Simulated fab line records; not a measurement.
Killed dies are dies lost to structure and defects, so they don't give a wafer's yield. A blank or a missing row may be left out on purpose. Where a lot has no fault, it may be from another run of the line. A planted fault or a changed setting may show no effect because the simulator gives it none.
Matching of chambers || flow gf180mcu || GF_HV_LDD_ETCHBACK_58 on rie-diel-04 has 4 sister chambers
The step etches Si3N4 in CH3F/O2, stops on SiO2, time 100 s, target depth 90 nm. 8 wafers are shown with their chamber, then 12 later ones without.

## WAFERS WITH THEIR CHAMBER
{"wafer": "L084.3", "chamber": 2, "drypump-motor-current-A (A)": 5.4, "oes-product-au (a.u.)": 0.835}
{"wafer": "L084.6", "chamber": 3, "drypump-motor-current-A (A)": 5.9, "oes-product-au (a.u.)": 0.838}
{"wafer": "L086.2", "chamber": 2, "drypump-motor-current-A (A)": 5.4, "oes-product-au (a.u.)": 0.835}
{"wafer": "L086.3", "chamber": 1, "drypump-motor-current-A (A)": 5.5, "oes-product-au (a.u.)": 0.845}
{"wafer": "L086.5", "chamber": 3, "drypump-motor-current-A (A)": 6.0, "oes-product-au (a.u.)": 0.840}
{"wafer": "L087.1", "chamber": 0, "drypump-motor-current-A (A)": 6.7, "oes-product-au (a.u.)": 0.834}
{"wafer": "L087.4", "chamber": 1, "drypump-motor-current-A (A)": 5.5, "oes-product-au (a.u.)": 0.834}
{"wafer": "L087.6", "chamber": 0, "drypump-motor-current-A (A)": 6.7, "oes-product-au (a.u.)": 0.839}

## WAFERS WHOSE CHAMBER IS MISSING
{"wafer": "L090.1", "drypump-motor-current-A (A)": 5.9, "oes-product-au (a.u.)": 0.861}
{"wafer": "L090.2", "drypump-motor-current-A (A)": 5.4, "oes-product-au (a.u.)": 0.847}
{"wafer": "L090.3", "drypump-motor-current-A (A)": 5.5, "oes-product-au (a.u.)": 0.860}
{"wafer": "L090.4", "drypump-motor-current-A (A)": 6.6, "oes-product-au (a.u.)": 0.846}
{"wafer": "L090.5", "drypump-motor-current-A (A)": 6.7, "oes-product-au (a.u.)": 0.852}
{"wafer": "L090.6", "drypump-motor-current-A (A)": 5.5, "oes-product-au (a.u.)": 0.849}
{"wafer": "L093.2", "drypump-motor-current-A (A)": 5.3, "oes-product-au (a.u.)": 0.841}
{"wafer": "L093.3", "drypump-motor-current-A (A)": 5.5, "oes-product-au (a.u.)": 0.837}
{"wafer": "L093.4", "drypump-motor-current-A (A)": 6.0, "oes-product-au (a.u.)": 0.833}
{"wafer": "L094.2", "drypump-motor-current-A (A)": 5.9, "oes-product-au (a.u.)": 0.847}
{"wafer": "L094.5", "drypump-motor-current-A (A)": 5.4, "oes-product-au (a.u.)": 0.852}
{"wafer": "L094.6", "drypump-motor-current-A (A)": 5.5, "oes-product-au (a.u.)": 0.858}

## CHAMBER TAKEN BY EACH
{"wafer": "L090.1", "from the rows above": 3, "in truth": 3}
{"wafer": "L090.2", "from the rows above": "can't be placed: 2 or 1", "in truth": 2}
{"wafer": "L090.3", "from the rows above": "can't be placed: 1 or 2", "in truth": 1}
{"wafer": "L090.4", "from the rows above": 0, "in truth": 0}
{"wafer": "L090.5", "from the rows above": 0, "in truth": 0}
{"wafer": "L090.6", "from the rows above": 1, "in truth": 1}
{"wafer": "L093.2", "from the rows above": 2, "in truth": 2}
{"wafer": "L093.3", "from the rows above": 1, "in truth": 1}
{"wafer": "L093.4", "from the rows above": 3, "in truth": 3}
{"wafer": "L094.2", "from the rows above": 3, "in truth": 3}
{"wafer": "L094.5", "from the rows above": "can't be placed: 2 or 1", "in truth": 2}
{"wafer": "L094.6", "from the rows above": "can't be placed: 1 or 2", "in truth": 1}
Correctly placed: 8 of 12. Not placeable from these rows: 4 (in 4, the candidates include the true chamber). Number placed wrongly: 0.
How it was worked out, from the rows above alone: a wafer's distance from a chamber is the root of the sum, over the readings, of the square of ((its reading less the chamber's mean) divided by the reading's scatter). If the next closest chamber is less than 2 further off than the closest, the wafer can't be placed; otherwise it belongs to the closest. Each chamber's mean is taken over the wafers shown for it. The scatter is the square root of a quotient: the sum, over the shown wafers, of each reading's squared deviation from its chamber's mean, divided by wafers minus chambers.
